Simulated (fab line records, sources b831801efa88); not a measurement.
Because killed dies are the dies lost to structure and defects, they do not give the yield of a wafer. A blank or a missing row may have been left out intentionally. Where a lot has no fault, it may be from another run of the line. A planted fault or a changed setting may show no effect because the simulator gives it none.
Chamber matching || flow gf180mcu || pecvd-02 running GF_SAB_CVD_00: 3 sister chambers
The step deposits SiO2 from TEOS, target thk 50 nm, time 4.9302 s. 6 wafers are shown with their chamber, then 8 later ones without.

EACH WAFER AND ITS CHAMBER
{"wafer": "L805.2", "chamber": 0, "heater-power-w (W)": 624}
{"wafer": "L805.3", "chamber": 1, "heater-power-w (W)": 786}
{"wafer": "L807.1", "chamber": 0, "heater-power-w (W)": 581}
{"wafer": "L807.4", "chamber": 1, "heater-power-w (W)": 690}
{"wafer": "L807.6", "chamber": 2, "heater-power-w (W)": 571}
{"wafer": "L810.2", "chamber": 2, "heater-power-w (W)": 622}

WAFERS MISSING THEIR CHAMBER
{"wafer": "L810.3", "heater-power-w (W)": 665}
{"wafer": "L810.6", "heater-power-w (W)": 740}
{"wafer": "L816.2", "heater-power-w (W)": 686}
{"wafer": "L816.3", "heater-power-w (W)": 707}
{"wafer": "L816.5", "heater-power-w (W)": 597}
{"wafer": "L818.2", "heater-power-w (W)": 691}
{"wafer": "L818.3", "heater-power-w (W)": 762}
{"wafer": "L818.4", "heater-power-w (W)": 640}

WHICH CHAMBER EACH ONE RAN IN
{"wafer": "L810.3", "from the rows above": "can't be placed: 0 or 2 or 1", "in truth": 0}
{"wafer": "L810.6", "from the rows above": 1, "in truth": 1}
{"wafer": "L816.2", "from the rows above": "can't be placed: 1 or 0 or 2", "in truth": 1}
{"wafer": "L816.3", "from the rows above": "can't be placed: 1 or 0 or 2", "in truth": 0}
{"wafer": "L816.5", "from the rows above": "can't be placed: 2 or 0", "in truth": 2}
{"wafer": "L818.2", "from the rows above": "can't be placed: 1 or 0 or 2", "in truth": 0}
{"wafer": "L818.3", "from the rows above": 1, "in truth": 1}
{"wafer": "L818.4", "from the rows above": "can't be placed: 0 or 2 or 1", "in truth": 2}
Placed correctly: 2 of 8. From these rows, 6 cannot be placed; in 6 the true chamber is one of the candidates. 0 placed wrongly.
How it was worked out, from the rows above alone: a wafer's distance from a chamber is the root of the sum, over the readings, of the square of ((its reading less the chamber's mean) divided by the reading's scatter). If the next closest chamber is less than 2 further off than the closest, the wafer can't be placed; otherwise it belongs to the closest. The mean given for a chamber averages the wafers shown for that chamber. The scatter: the root of (the sum of the squares of (reading less its chamber's mean) over the shown wafers, divided by (wafers less chambers)).
